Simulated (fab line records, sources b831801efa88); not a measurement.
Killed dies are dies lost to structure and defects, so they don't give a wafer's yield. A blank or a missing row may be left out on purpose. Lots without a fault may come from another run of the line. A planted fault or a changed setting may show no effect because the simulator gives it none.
Problem report in the 8D (eight disciplines) form, filled by code | flow sky130 | the parts of the form that need people (team, actions taken, sign-off) are left out

1. THE PROBLEM
exposure_dose_mJ_cm2 at SKY_VT_ADJUST_HVTP_EXPOSE_04 reads a mean of 137.47 on 12 wafers of 4 lots; wafers without a fault read 139.93 with a standard deviation of 0.16. That is -15 standard deviations from the usual mean.
The step: exposes mask HVTPM, target cd 380 nm.
First seen on wafer L914.1, day 9 01:19, on iline_stepper-02. The record holds 39 wafers of 13 lots with a number at this step. Rule for "out", or "out of limits": more than 4 standard deviations from the usual mean. The other wafers with a number count as sound.

2. WHAT IT IS AND WHAT IT IS NOT
question                    | is                     | is not
which readings at this step | exposure_dose_mJ_cm2   | -
which lots                  | L914, L915, L917, L918 | L900, L902, L905, L906, L909, L919, L920, L922, L923
which wafers of those lots  | all that have a number | -
read on which tools         | iline_stepper-02       | iline_stepper-01
when                        | from day 9 01:19       | up to then (15 sound wafers); but 12 sound wafers of L919, L920, L922, L923 came after

3. SUSPECTS, AND WHAT RULES EACH OUT
Counting: a tool at a process step up to the reading stays a suspect if it ran every lot that is out and no sound lot after the first of them.
- iline_stepper-02 at SKY_VT_ADJUST_HVTP_EXPOSE_04 (exposes mask HVTPM, target cd 380 nm): kept. It ran every lot that is out, first L914 (day 9 01:19), and no sound lot after that; its last sound lot up to then is L909 (day 7 19:55). Its own readings are out on those wafers: exposure_dose_mJ_cm2.
Left after counting: iline_stepper-02 at SKY_VT_ADJUST_HVTP_EXPOSE_04.

4. THE CAUSE (what the simulator had put in)
Process parameter drift: iline_stepper-02, from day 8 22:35 on, at SKY_VT_ADJUST_HVTP_EXPOSE_04. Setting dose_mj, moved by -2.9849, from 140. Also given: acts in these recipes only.
Counting left only this tool.

5. THE CHAIN OF EFFECTS, in route order
Each row: a reading whose mean over the struck wafers that have a number lies more than 3 standard deviations from the usual. Only readings for which the record gives a usual standard deviation are gone through. hours: the time from each lot's start at the first step in this table that gives one to its start at this step, as a median over the lots. sigmas: the change in usual standard deviations.
hours | step                         | reading              | usual  | on struck wafers | change | sigmas
0     | SKY_VT_ADJUST_HVTP_EXPOSE_04 | exposure_dose_mJ_cm2 | 139.93 | 137.47           | -2.46  | -15
The process steps in it:
- SKY_VT_ADJUST_HVTP_EXPOSE_04: exposes mask HVTPM, target cd 380 nm.

6. WHAT WOULD HAVE CAUGHT IT SOONER
In this record the first reading out of limits was taken at day 9 01:19, 3 hours after the fault began at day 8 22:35.
